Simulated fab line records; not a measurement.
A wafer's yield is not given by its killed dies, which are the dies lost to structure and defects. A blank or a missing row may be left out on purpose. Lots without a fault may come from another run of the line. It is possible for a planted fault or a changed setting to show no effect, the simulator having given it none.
Code-filled problem report in 8D (eight disciplines) form + flow gf180mcu + the parts of the form that need people (team, actions taken, sign-off) are left out

1. THE ISSUE
Wafers without a fault read 140.0 W, standard deviation 0.39; bias-w at GF_M3_METAL_ETCH_16 reads a mean of 182.4 W on 5 wafers belonging to 2 lots. So: +99 or more standard deviations from the usual mean.
The step: etches the open film in Cl2/BCl3, stops on SiO2, target depth 627.5 nm, time 104.6 s.
Seen first at day 24 07:17 on rie-metal-04, wafer L279.3. At this step, 33 wafers from 11 lots have a number in the record. By rule, "out" or "out of limits" means more than 4 standard deviations away from the usual mean. The other wafers with a number count as sound.

2. WHAT IT IS, WHAT IT ISN'T
| question                    | is                                     | is not                                                                                                  |
|-----------------------------|----------------------------------------|---------------------------------------------------------------------------------------------------------|
| which readings at this step | bias-w                                 | drypump-motor-current-A, throttle-valve-pct                                                             |
| which lots                  | L279, L282                             | L275, L276, L278, L286, L289, L290, L291, L292, L294                                                    |
| which wafers of those lots  | L279.3, L279.4, L279.6, L282.1, L282.6 | L282.4                                                                                                  |
| read on which tools         | rie-metal-04                           | rie-metal-01, rie-metal-02                                                                              |
| when                        | from day 24 07:17                      | up to then (9 sound wafers); but 19 sound wafers of L282, L286, L289, L290, L291, L292, L294 came after |

3. WHAT RULES OUT EACH SUSPECT
Counting: a tool at a process step up to the reading stays a suspect if it ran every lot that is out. Sound lots after the first of them don't rule it out here, since some wafers of a struck lot are sound.
- rie-metal-04 at GF_M3_METAL_ETCH_16 (etches the open film in Cl2/BCl3, stops on SiO2, target depth 627.5 nm, time 104.6 s): kept. Ran every lot that is out, first one L279 (day 24 07:17); last sound lot up to then L278 (day 24 03:13). Its own readings are out on those wafers: bias-w.
- At GF_M3_METAL_ETCH_16 on rie-metal-04, chamber 0 took the sound wafers of the same lots and chamber 1 took the wafers that are out.
The count leaves rie-metal-04 at GF_M3_METAL_ETCH_16.

4. THE CAUSE (what the simulator had put in)
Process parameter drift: rie-metal-04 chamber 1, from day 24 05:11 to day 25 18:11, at GF_M3_METAL_ETCH_16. The setting bias-w was moved by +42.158, starting from 140. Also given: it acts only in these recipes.
This tool alone remained once counting was done.

5. THE EFFECT CHAIN, in route order
Each row: a reading whose mean over the struck wafers that have a number lies more than 3 standard deviations from the usual. Readings are gone through only where the record gives a usual standard deviation; hours: the median, over the lots, of the time from a lot's start at the first step in this table giving one to that lot's start at this step; sigmas: the change measured in usual standard deviations.
| hours | step                | reading | usual   | on struck wafers | change | sigmas      |
|-------|---------------------|---------|---------|------------------|--------|-------------|
| 0     | GF_M3_METAL_ETCH_16 | bias-w  | 140.0 W | 182.4            | +42.4  | +99 or more |
Here are the process steps it includes:
- GF_M3_METAL_ETCH_16: etches the open film in Cl2/BCl3, stops on SiO2, target depth 627.5 nm, time 104.6 s.
At these later measuring or inspecting steps, every struck wafer for which the step has a row has a number for every such reading, and none has moved that far: GF_V3_BOW_MEAS_05.

6. HOW IT WOULD HAVE BEEN CAUGHT EARLIER
The fault began at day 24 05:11; the first out-of-limits reading in this record came at day 24 07:17, 2 hours later.
